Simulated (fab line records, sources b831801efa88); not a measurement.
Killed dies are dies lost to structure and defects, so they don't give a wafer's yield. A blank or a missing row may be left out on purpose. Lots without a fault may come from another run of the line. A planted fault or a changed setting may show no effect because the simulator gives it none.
A struck lot beside a sound one | flow sfq_line | 18 steps out of a route of 325
Sound: wafers L807.1, L807.2, L807.5. Struck: wafer L815.3. (L815.5, L815.6 of the same lot were not struck and are left out.) The cause comes at the end.
At each step with rows: each side's tool, then ch and its chambers, then its first start. Under that, the readings that differ: sound wafers | struck wafers | difference of the means | sigmas: that difference in standard deviations of wafers without a fault.
alike: readings whose means differ by less than 2 such deviations, and words and numbers that are the same on both sides. not compared: withheld readings, readings that some wafer has no value for, bounds like >300 that may hide the same value, and numbers for which the record gives no deviation and whose values overlap.
The two part at a step that has a row with sigmas, a row that says differs or no value, or rows on one side only. Numbers that don't overlap but have no deviation are shown without sigmas and don't part them. A reading that every wafer of one side lacks parts them only if that side has two wafers or more.

first, 2 steps without rows for these wafers: SFQ_TRILAYER_R5_LITHO_PEB_139 (peb time 60 s); SFQ_TRILAYER_R5_LITHO_DEVELOP_138 (time 60 s).
SFQ_R5_OVL_MEAS_935:
  sound on overlay-02, day 66 17:40; struck on overlay-02, day 67 13:58
  alike: R5_OVL
SFQ_TRILAYER_R5_BARC_OPEN_METAL_ETCH_177: etches BARC in O2, target depth 125 nm, time 41.7 s.
  sound on rie_metal-02 ch 0,1, day 66 17:42; struck on rie_metal-04 ch 0, day 67 14:00
  alike: drypump_motor_current_A, oes_product_au
  not compared: rf_hours_counter_h
SFQ_TRILAYER_R5_ETCH_METAL_ETCH_139: etches the open film in Cl2, stops on SiO2, target depth 60 nm, time 40 s.
  sound on rie_metal-02 ch 0,1, day 66 17:46; struck on rie_metal-04 ch 0, day 67 14:04
  alike: drypump_motor_current_A, oes_product_au
  not compared: rf_hours_counter_h
SFQ_TRILAYER_R5_STRIP_STRIP_140: strips in O2.
  sound on rie_metal-02 ch 0,1, day 66 17:49; struck on rie_metal-04 ch 0, day 67 14:18
  alike: drypump_motor_current_A, oes_product_au
  not compared: rf_hours_counter_h
then, 1 step without rows for these wafers: SFQ_TRILAYER_R5_STRIP_SOLV_CLEAN_141 (cleans in NMP, time 600 s).
SFQ_TRILAYER_A5C_DEP_PECVD_142: deposits SiO2 from SiH4/N2O, time 15.556 s, target thk 70 nm.
  sound on pecvd-03 ch 0,1,2, day 66 18:48; struck on pecvd-01 ch 0, day 67 14:53
  alike: chamber_pressure_Torr, heater_power_w, throttle_valve_pct
then, 4 steps without rows for these wafers: SFQ_TRILAYER_I5_LITHO_COAT_149 (resist thk 62 nm); SFQ_TRILAYER_I5_LITHO_COAT_144 (resist thk 650 nm); SFQ_TRILAYER_I5_LITHO_SOFTBAKE_148; SFQ_TRILAYER_I5_LITHO_EXPOSE_145 (exposes mask I5, target cd 700 nm).
-- the record jumps here: 5 days lie between the struck wafers' starts before and after --
SFQ_TRILAYER_I5_LITHO_PEB_147: peb time 60 s.
  sound on litho_track-02 ch 0, day 71 15:28; struck on litho_track-02 ch 0, day 72 15:31
  reading                  | sound             | struck | difference | sigmas
  heater_power_total_W (W) | 79.15 79.23 79.18 | 83.91  | +4.72      | +77
then, 1 step without rows for these wafers: SFQ_TRILAYER_I5_LITHO_DEVELOP_146 (time 60 s).
SFQ_I5_OVL_MEAS_936:
  sound on overlay-02, day 71 15:46; struck on overlay-01, day 72 15:47
  alike: I5_OVL
SFQ_TRILAYER_I5_BARC_OPEN_VIA_ETCH_200: etches BARC in O2, target depth 125 nm, time 41.7 s.
  sound on rie_diel-02 ch 0,1, day 71 15:48; struck on rie_diel-03 ch 2, day 72 15:48
  reading             | sound             | struck | difference | sigmas
  model.I5.cd_nm (nm) | 698.7 699.5 698.4 | 673.8  | -25.1      |
  alike: drypump_motor_current_A, oes_product_au
  not compared: rf_hours_counter_h
SFQ_TRILAYER_I5_ETCH_VIA_ETCH_147: etches the open film in CHF3, stops on Nb, target depth 360 nm.
  sound on rie_diel-02 ch 0,1, day 71 15:50; struck on rie_diel-03 ch 2, day 72 15:50
  reading               | sound             | struck | difference | sigmas
  oes_product_au (a.u.) | 0.990 0.975 0.982 | 1.001  | +0.019     | +3
  model.I5.cd_nm (nm)   | 696.3 699 696     | 675.1  | -22.0      |
  alike: drypump_motor_current_A
SFQ_TRILAYER_I5_STRIP_STRIP_148: strips in O2.
  sound on rie_metal-03 ch 0,1, day 71 15:59; struck on rie_metal-01 ch 0, day 72 16:11
  alike: drypump_motor_current_A, oes_product_au
  not compared: rf_hours_counter_h

WHERE THEY PART
First at SFQ_TRILAYER_I5_LITHO_PEB_147; last, within this record, at SFQ_TRILAYER_I5_ETCH_VIA_ETCH_147. Later steps at which nothing parts them and some readings are alike: SFQ_TRILAYER_I5_STRIP_STRIP_148.

WHY: what the simulator had put in
Process parameter drift: litho_track-02, from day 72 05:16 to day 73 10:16, at SFQ_TRILAYER_I5_LITHO_PEB_147. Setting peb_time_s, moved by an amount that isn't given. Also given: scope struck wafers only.
